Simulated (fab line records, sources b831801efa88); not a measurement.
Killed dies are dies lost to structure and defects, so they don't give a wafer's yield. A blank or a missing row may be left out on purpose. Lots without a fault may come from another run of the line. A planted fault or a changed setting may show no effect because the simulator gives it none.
Chamber matching | flow sky130 | SKY_VIA3_CMP_02 on cmp-02: 4 sister chambers
The step polishes SiO2. 4 wafers are shown with their chamber, then 7 later ones without.

WAFERS WITH THEIR CHAMBER
wafer  | chamber | motor_current_A (A)
L909.3 | 3       | 11.5
L909.6 | 1       | 13.0
L912.3 | 0       | 12.7
L912.4 | 2       | 11.3

WAFERS WITHOUT THEIR CHAMBER
wafer  | motor_current_A (A)
L912.5 | 13.1
L915.1 | 13.0
L915.3 | 11.1
L915.6 | 11.2
L922.1 | 11.0
L922.2 | 13.9
L922.4 | 10.6

WHICH CHAMBER EACH WENT THROUGH
wafer  | from the rows above     | in truth
L912.5 | can't be placed: 1 or 0 | 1
L915.1 | can't be placed: 1 or 0 | 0
L915.3 | can't be placed: 2 or 3 | 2
L915.6 | can't be placed: 2 or 3 | 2
L922.1 | can't be placed: 2 or 3 | 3
L922.2 | can't be placed: 1 or 0 | 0
L922.4 | can't be placed: 2 or 3 | 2
Placed correctly: 0 of 7. Can't be placed from these rows: 7 (the true chamber is among the candidates in 7). Placed wrongly: 0.
How it was worked out, from the rows above alone: a wafer's distance from a chamber is the root of the sum, over the readings, of the square of ((its reading less the chamber's mean) divided by the reading's scatter). The wafer belongs to the nearest chamber; if the next one is less than 2 further off, it can't be placed. A chamber's mean is the mean of its shown wafers. The scatter: with one shown wafer a chamber, the root of the mean of the squares of how far each hidden wafer lies from its nearest shown one.
